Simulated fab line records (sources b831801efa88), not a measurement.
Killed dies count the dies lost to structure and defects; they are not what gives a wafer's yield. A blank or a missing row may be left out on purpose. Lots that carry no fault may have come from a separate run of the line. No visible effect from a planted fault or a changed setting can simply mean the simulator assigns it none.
Matching of chambers || flow gf180mcu || GF_STI_CMP_25 on cmp-02: 4 sister chambers
The step polishes, stops on Si3N4, t overpolish 33 s, target thk 524.6 nm. 4 wafers are shown with their chamber, then 7 later ones without.

WAFERS WITH THEIR CHAMBER
{"wafer": "L837.3", "chamber": 1, "motor current A (A)": 12.5}
{"wafer": "L837.5", "chamber": 0, "motor current A (A)": 9.1}
{"wafer": "L838.1", "chamber": 2, "motor current A (A)": 12.0}
{"wafer": "L838.3", "chamber": 3, "motor current A (A)": 13.5}

WAFERS WITHOUT THEIR CHAMBER
{"wafer": "L838.6", "motor current A (A)": 12.8}
{"wafer": "L844.1", "motor current A (A)": 12.8}
{"wafer": "L844.2", "motor current A (A)": 9.6}
{"wafer": "L844.3", "motor current A (A)": 12.6}
{"wafer": "L848.1", "motor current A (A)": 12.3}
{"wafer": "L848.5", "motor current A (A)": 9.7}
{"wafer": "L848.6", "motor current A (A)": 12.8}

WHICH CHAMBER EACH WENT THROUGH
{"wafer": "L838.6", "from the rows above": "can't be placed: 1 or 3 or 2", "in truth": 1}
{"wafer": "L844.1", "from the rows above": "can't be placed: 1 or 3 or 2", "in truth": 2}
{"wafer": "L844.2", "from the rows above": 0, "in truth": 0}
{"wafer": "L844.3", "from the rows above": "can't be placed: 1 or 2", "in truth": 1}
{"wafer": "L848.1", "from the rows above": "can't be placed: 1 or 2", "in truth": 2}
{"wafer": "L848.5", "from the rows above": 0, "in truth": 0}
{"wafer": "L848.6", "from the rows above": "can't be placed: 1 or 3 or 2", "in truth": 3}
2 of 7 placed correctly. Not placeable from these rows: 5 (in 5, the candidates include the true chamber). Number placed wrongly: 0.
How it was worked out, from the rows above alone: a wafer's distance from a chamber is the root of the sum, over the readings, of the square of ((its reading less the chamber's mean) divided by the reading's scatter). The wafer belongs to the nearest chamber; if the next one is less than 2 further off, it can't be placed. The mean given for a chamber averages the wafers shown for that chamber. The scatter: with one shown wafer a chamber, the root of the mean of the squares of how far each hidden wafer lies from its nearest shown one.
